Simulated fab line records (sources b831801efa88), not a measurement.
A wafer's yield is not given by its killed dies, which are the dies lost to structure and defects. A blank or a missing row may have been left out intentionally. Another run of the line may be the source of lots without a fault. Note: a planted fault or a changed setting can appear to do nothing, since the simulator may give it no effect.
A struck lot beside a sound one || flow sky130 || 36 out of 708 route steps
Sound: these wafers, L504.2, L504.4, L504.6. The struck wafers were L518.1, L518.5, L518.6. The cause is named last.
For every step that has rows: the tool of each side, followed by ch and its chambers, followed by its first start. Under that, the readings that differ: sound wafers || struck wafers || difference of the means || sigmas: that difference in standard deviations of wafers without a fault.
alike: readings whose means differ by less than 2 such deviations, and words and numbers that are the same on both sides. not compared: withheld readings, readings that some wafer has no value for, bounds like >300 that may hide the same value, and numbers for which the record gives no deviation and whose values overlap.
The two part at a step that has a row with sigmas, a row that says differs or no value, or rows on one side only. Numbers that don't overlap but have no deviation are shown without sigmas and don't part them. A reading missing from all wafers of one side parts the sides only when that side holds two or more wafers.

first, 10 steps without rows for these wafers: SKY_GATE_OXIDE_COAT_05 (resist thk 1140 nm); SKY_GATE_OXIDE_SOFTBAKE_06 (time 60 s); SKY_GATE_OXIDE_EXPOSE_07 (exposes mask LVOM, target cd 600 nm); SKY_GATE_OXIDE_PEB_08; SKY_GATE_OXIDE_DEVELOP_09 (develop time 60 s); SKY_GATE_OXIDE_IMPLANT_11; SKY_GATE_OXIDE_WET_ETCH_12 (etches SiO2 in dHF, target depth 16.8 nm, time 336 s); SKY_GATE_OXIDE_STRIP_13 (strips in O2/N2); SKY_GATE_OXIDE_CLEAN_15 (cleans in SC1/SC2, time 150 s); SKY_GATE_OXIDE_OXIDATION_16 (stabilise 600 s, purge 300 s, target thk 3.57 nm).
SKY_POLY_GATE_CVD_00: deposits poly-Si, target thk 180 nm, time 720 s.
  sound on lpcvd-01 ch 1, day 16 21:42; struck on lpcvd-01 ch 0, day 21 20:20
{"reading": "zone_power_bottom_pct (%)", "sound": "13.2 13.2 13.2", "struck": "14.4 14.2 14.3", "difference": "+1.1", "sigmas": "+2"}
{"reading": "model.poly-Si_of_POLY_GATE_CVD_00.thk_nm (nm)", "sound": "180.6 179.9 181.8", "struck": "157 156.6 157.6", "difference": -24, "sigmas": ""}
  alike: pressure_mtorr, spike_tc_lower_C, zone_power_upper_pct
SKY_POLY_GATE_THK_MEAS_01:
  struck on film_metro-01, day 21 21:32; sound on film_metro-01, day 16 22:55
{"reading": "POLY_GATE_CVD_00_THK (nm)", "sound": "180.6 179.8 181.6", "struck": "157.0 156.5 157.6", "difference": -23.6, "sigmas": -17}
then, 9 steps without rows for these wafers: SKY_RES_PROTECT_DEHYDRATE_00 (time 60 s); SKY_RES_PROTECT_HMDS_01 (prime time 60 s); SKY_RES_PROTECT_COAT_02 (resist thk 1140 nm); SKY_RES_PROTECT_SOFTBAKE_03 (time 60 s); SKY_RES_PROTECT_EXPOSE_04 (exposes mask RPM, target cd 1270 nm); SKY_RES_PROTECT_PEB_05; SKY_RES_PROTECT_DEVELOP_06 (develop time 60 s); SKY_POLY_GATE_IMPLANT_02; SKY_RES_PROTECT_STRIP_07 (strips in O2/N2).
SKY_RES_PROTECT_CLEAN_09: cleans in SC1/SC2, time 150 s.
  sound on wet_bench-03 ch 2, day 18 03:59; struck on wet_bench-02 ch 3, day 23 02:55
{"reading": "model.poly-Si_of_POLY_GATE_CVD_00.thk_nm (nm)", "sound": "180 179.2 181.1", "struck": "156.4 156 157", "difference": -23.6, "sigmas": ""}
then, 11 steps without rows for these wafers: SKY_POLY_GATE_CVD_03 (deposits Si3N4 from DCS/NH3, target thk 75 nm, time 1290 s); SKY_POLY_GATE_DEHYDRATE_05 (time 60 s); SKY_POLY_GATE_HMDS_06 (prime time 60 s); SKY_POLY_GATE_COAT_07 (resist thk 110 nm); SKY_POLY_GATE_COAT_08 (resist thk 450 nm); SKY_POLY_GATE_SOFTBAKE_09 (time 90 s); SKY_POLY_GATE_EXPOSE_10 (exposes mask P1M, target cd 150 nm); SKY_POLY_GATE_PEB_11; SKY_POLY_GATE_DEVELOP_12 (develop time 60 s); SKY_POLY_GATE_ETCH_15 (etches BARC in N2/H2, stops on SiO2, time 118.5 s, target depth 110 nm); SKY_POLY_GATE_ETCH_16 (etches Si3N4 in CH3F/O2, stops on poly-Si, time 147.5 s, target depth 75 nm).
SKY_POLY_GATE_ETCH_17: etches poly-Si in HBr/Cl2, stops on SiO2, target depth 180 nm, time 70.5 s.
  sound on rie_si-01 ch 0,1, day 19 12:26; struck on rie_si-02 ch 0,2,3, day 24 11:44
{"reading": "oes_product_au (a.u.)", "sound": "0.978 0.980 0.992", "struck": "0.904 0.897 0.908", "difference": -0.080, "sigmas": -10}
{"reading": "model.etch.depth_nm (nm)", "sound": "175.4 178.4 179.8", "struck": "156.4 156 157", "difference": -21.4, "sigmas": ""}
{"reading": "model.POLY_GATE.feature_depth_nm (nm)", "sound": "175.4 178.4 179.9", "struck": "156.4 156 157", "difference": -21.4, "sigmas": ""}
  alike: HBr_flow_sccm, drypump_motor_current_A, he_backside_leak_sccm, throttle_valve_pct
  not compared: rf_hours_counter_h
then, 1 step without rows for these wafers: SKY_POLY_GATE_STRIP_18 (strips in O2/N2).
-- record jumps: 26 days separate the struck wafers' starts on either side; left off in module POLY_GATE, taken up again in module PAD_OPEN, whose first shown step is the route's number 708 --
SKY_PAD_OPEN_PROBE_99:
  struck on prober-02, day 50 21:20; sound on prober-02, day 47 23:55
{"reading": "killed_dies", "sound": "69 80 72", "struck": "92 86 94", "difference": "+17", "sigmas": "+2"}
{"reading": "killed_short", "sound": "32 28 35", "struck": "51 42 42", "difference": "+13", "sigmas": "+2"}
{"reading": "model.etest.res_high_po.line_ohm_um", "sound": "755 752.1 759.2", "struck": "827.6 815.8 806.5", "difference": "+61.2", "sigmas": ""}
{"reading": "model.etest.res_poly.line_ohm_um", "sound": "497.9 503.6 524.3", "struck": "564.3 613.5 592", "difference": "+81.3", "sigmas": ""}
{"reading": "model.etest.res_high_po.rs_ohm_sq", "sound": "265.4 264.2 265.7", "struck": "285.9 276.5 278", "difference": "+15.0", "sigmas": ""}
{"reading": "model.etest.licon_high_po.rc_ohm", "sound": "364.7 353.4 355.6", "struck": "316.4 314.9 326.6", "difference": -38.6, "sigmas": ""}
{"reading": "model.etest.cap_li_to_poly.c_af_um2", "sound": "96.52 99.57 102.2", "struck": "96.23 90.02 90.85", "difference": -7.06, "sigmas": ""}
{"reading": "model.etest.res_poly.rs_ohm_sq", "sound": "48.53 49.13 48.47", "struck": "53.39 52.24 51.56", "difference": "+3.69", "sigmas": ""}
  alike: killed_at_M0_to_M3, killed_at_M4_up, killed_at_contacts, killed_at_front_end, killed_at_other, killed_open

WHERE THEY PART
Earliest at SKY_POLY_GATE_CVD_00; latest, in this record, at SKY_PAD_OPEN_PROBE_99.

WHY: what had been put in by the simulator
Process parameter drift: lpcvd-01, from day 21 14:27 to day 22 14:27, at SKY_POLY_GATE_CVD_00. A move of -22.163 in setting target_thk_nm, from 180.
